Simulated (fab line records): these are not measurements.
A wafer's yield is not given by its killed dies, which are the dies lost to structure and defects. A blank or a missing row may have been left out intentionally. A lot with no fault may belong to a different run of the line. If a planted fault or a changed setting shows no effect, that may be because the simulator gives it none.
Which tool was responsible? :: flow gf180mcu :: 14 lots with 42 wafers sampled at 2 steps, on a route of 602 steps

## WHAT EACH GAUGE READ, for each wafer
GF_M2_THK_MEAS_06: measures by xrf. Usual: for M2_ALCU_THK the level is 446 nm and the standard deviation is 6.9.
lot: L275
measured: day 18 13:47
on: film_metro-04
M2_ALCU_THK (nm): 438 434 446
flag: 

lot: L277
measured: day 19 06:18
on: film_metro-02
M2_ALCU_THK (nm): 436 435 446
flag: 

lot: L278
measured: day 19 13:54
on: film_metro-04
M2_ALCU_THK (nm): 446 447 446
flag: 

lot: L279
measured: day 19 16:47
on: film_metro-04
M2_ALCU_THK (nm): 445 437 441
flag: 

lot: L281
measured: day 20 11:13
on: film_metro-02
M2_ALCU_THK (nm): 445 434 445
flag: 

lot: L285
measured: day 21 20:10
on: film_metro-04
M2_ALCU_THK (nm): 439 443 439
flag: 

lot: L287
measured: day 22 15:10
on: film_metro-03
M2_ALCU_THK (nm): 442 457 446
flag: 

lot: L291
measured: day 23 23:38
on: film_metro-02
M2_ALCU_THK (nm): 451 448 439
flag: 

lot: L293
measured: day 24 17:34
on: film_metro-02
M2_ALCU_THK (nm): 441 453 454
flag: 

lot: L294
measured: day 25 01:23
on: film_metro-02
M2_ALCU_THK (nm): 428 431 430
flag: 

lot: L295
measured: day 25 10:23
on: film_metro-03
M2_ALCU_THK (nm): 456 461 458
flag: 

lot: L296
measured: day 25 14:52
on: film_metro-03
M2_ALCU_THK (nm): 441 440 445
flag: 

lot: L297
measured: day 26 01:04
on: film_metro-03
M2_ALCU_THK (nm): 452 450 449
flag: 

lot: L298
measured: day 26 01:56
on: film_metro-03
M2_ALCU_THK (nm): 455 456 457
flag: 

## TOOL THAT RAN EACH LOT (tool first, then ch and the chambers of the sampled wafers, then the start)
lot: L275
GF_NSD_IMPLANT_09: implanter-03 ch 0, day 13 16:34

lot: L277
GF_NSD_IMPLANT_09: implanter-04 ch 0, day 14 06:22

lot: L278
GF_NSD_IMPLANT_09: implanter-03 ch 0, day 14 11:29

lot: L279
GF_NSD_IMPLANT_09: implanter-03 ch 0, day 14 16:55

lot: L281
GF_NSD_IMPLANT_09: implanter-01 ch 0, day 15 08:18

lot: L285
GF_NSD_IMPLANT_09: implanter-01 ch 0, day 16 14:05

lot: L287
GF_NSD_IMPLANT_09: implanter-01 ch 0, day 17 07:44

lot: L291
GF_NSD_IMPLANT_09: implanter-03 ch 0, day 18 18:08

lot: L293
GF_NSD_IMPLANT_09: implanter-03 ch 0, day 19 13:30

lot: L294
GF_NSD_IMPLANT_09: implanter-03 ch 0, day 19 23:10

lot: L295
GF_NSD_IMPLANT_09: implanter-01 ch 0, day 20 08:16

lot: L296
GF_NSD_IMPLANT_09: implanter-03 ch 0, day 20 14:31

lot: L297
GF_NSD_IMPLANT_09: implanter-04 ch 0, day 21 00:44

lot: L298
GF_NSD_IMPLANT_09: implanter-03 ch 0, day 21 03:14
- GF_NSD_IMPLANT_09

## AS READ BY THE TOOLS THEMSELVES (means over the sampled wafers that have a number; for cases with no such wafer, the mark the record gives instead)
GF_NSD_IMPLANT_09. Usual: faraday_current_uA 12123, standard deviation 370; tilt_deg 6.998 degrees, standard deviation 0.018.
lot: L275
tool: implanter-03
faraday_current_uA: 11876
tilt_deg (degrees): 7.020
flag: 

lot: L277
tool: implanter-04
faraday_current_uA: 12669
tilt_deg (degrees): 6.993
flag: 

lot: L278
tool: implanter-03
faraday_current_uA: 11962
tilt_deg (degrees): 6.969
flag: 

lot: L279
tool: implanter-03
faraday_current_uA: 12038
tilt_deg (degrees): 7.007
flag: 

lot: L281
tool: implanter-01
faraday_current_uA: 11910
tilt_deg (degrees): 7.004
flag: 

lot: L285
tool: implanter-01
faraday_current_uA: 11876
tilt_deg (degrees): 7.503
flag: OFF

lot: L287
tool: implanter-01
faraday_current_uA: 11841
tilt_deg (degrees): 7.490
flag: OFF

lot: L291
tool: implanter-03
faraday_current_uA: 12176
tilt_deg (degrees): 7.029
flag: 

lot: L293
tool: implanter-03
faraday_current_uA: 11944
tilt_deg (degrees): 7.007
flag: 

lot: L294
tool: implanter-03
faraday_current_uA: 11980
tilt_deg (degrees): 7.008
flag: 

lot: L295
tool: implanter-01
faraday_current_uA: 12046
tilt_deg (degrees): 6.999
flag: 

lot: L296
tool: implanter-03
faraday_current_uA: 12238
tilt_deg (degrees): 6.990
flag: 

lot: L297
tool: implanter-04
faraday_current_uA: 12481
tilt_deg (degrees): 6.995
flag: 

lot: L298
tool: implanter-03
faraday_current_uA: 11939
tilt_deg (degrees): 7.005
flag: 

## THE ANSWER, worked out from the rows above alone
Rule: lot off if the mean of its wafers having a number is beyond 3 standard deviations from the usual mean. A lot without any number at a reading at which 4 lots or more have one is off too. The other lots that the step has rows for count as sound. First the gauges in route order, then the tools' own readings, where a lot's mean is used as printed above. At the first step where some lot is off, the reading lying furthest off is the one used; lots without a number count as furthest.
Off: L285, L287 (GF_NSD_IMPLANT_09, tilt_deg).
A tool fits if, at that step or a process step before it, it ran every lot that is off, and no sound lot after the first of them. Not one of the candidates tried fits.

## WHAT HAD BEEN PUT IN BY THE SIMULATOR
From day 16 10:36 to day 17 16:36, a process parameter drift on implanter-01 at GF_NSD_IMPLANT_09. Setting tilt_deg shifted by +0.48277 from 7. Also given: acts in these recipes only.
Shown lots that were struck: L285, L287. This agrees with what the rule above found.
